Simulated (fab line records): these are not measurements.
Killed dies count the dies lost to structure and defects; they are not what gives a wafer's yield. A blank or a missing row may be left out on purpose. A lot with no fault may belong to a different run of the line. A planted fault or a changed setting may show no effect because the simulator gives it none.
The tool behind it: which one? || flow sky130 || 6 lots, 18 wafers sampled, at 2 steps of a route of 708

WHAT EACH GAUGE READ, for each wafer
SKY_RES_XHIGH_TW_MEAS_09.
{"lot": "L375", "measured": "day 27 01:05", "on": "film-metro-01", "RES_XHIGH_TW": "1646 1650 1652"}
{"lot": "L377", "measured": "day 27 21:18", "on": "film-metro-01", "RES_XHIGH_TW": "30 30 30 30 30 30"}
{"lot": "L385", "measured": "day 31 04:16", "on": "film-metro-02", "RES_XHIGH_TW": "1658 1653 1656"}
{"lot": "L388", "measured": "day 32 22:25", "on": "film-metro-03", "RES_XHIGH_TW": "1613 1619 1617"}
{"lot": "L394", "measured": "day 33 12:01", "on": "film-metro-02", "RES_XHIGH_TW": "1662 1663 1661"}
{"lot": "L396", "measured": "day 34 08:38", "on": "film-metro-01", "RES_XHIGH_TW": "1628 1632 1631"}

TOOL THAT RAN EACH LOT (tool first, then ch and the chambers of the sampled wafers, then the start)
{"lot": "L375", "SKY_RES_XHIGH_EXPOSE_04": "iline-stepper-02 ch 0, day 26 09:50"}
{"lot": "L377", "SKY_RES_XHIGH_EXPOSE_04": "iline-stepper-02 ch 0, day 27 07:08"}
{"lot": "L385", "SKY_RES_XHIGH_EXPOSE_04": "iline-stepper-02 ch 0, day 30 14:32"}
{"lot": "L388", "SKY_RES_XHIGH_EXPOSE_04": "iline-stepper-02 ch 0, day 32 08:52"}
{"lot": "L394", "SKY_RES_XHIGH_EXPOSE_04": "iline-stepper-01 ch 0, day 32 22:25"}
{"lot": "L396", "SKY_RES_XHIGH_EXPOSE_04": "iline-stepper-02 ch 0, day 33 19:26"}
- SKY_RES_XHIGH_EXPOSE_04: exposes mask URPM, target cd 1270 nm.

THE ANSWER, worked out from the rows above alone
Rule: the usual values come from the lots themselves. The widest of any qualifying gaps counts: lots, ordered by their means at a reading, are off when they make up no more than a third of the lots, leave a main group of 4 or more, and stand apart from it by 3 or more times the standard deviation of that group's means. A main group whose means are all the same, to the digits that the tables above print for the reading, isn't used. Also off: a lot with no number at a reading for which 4 or more lots have one. Any other lot the step has rows for is counted as sound.
Off: L377, seen at SKY_RES_XHIGH_TW_MEAS_09 (RES_XHIGH_TW). For the main group the mean is 1643 and the standard deviation 17.
A tool fits if, at a process step before that reading, it ran every lot that is off, and no sound lot after the first of them. Those tools and the gauges at SKY_RES_XHIGH_TW_MEAS_09 are tried in the same way. Of those tried, none fits.

WHAT THE SIMULATOR HAD PUT IN
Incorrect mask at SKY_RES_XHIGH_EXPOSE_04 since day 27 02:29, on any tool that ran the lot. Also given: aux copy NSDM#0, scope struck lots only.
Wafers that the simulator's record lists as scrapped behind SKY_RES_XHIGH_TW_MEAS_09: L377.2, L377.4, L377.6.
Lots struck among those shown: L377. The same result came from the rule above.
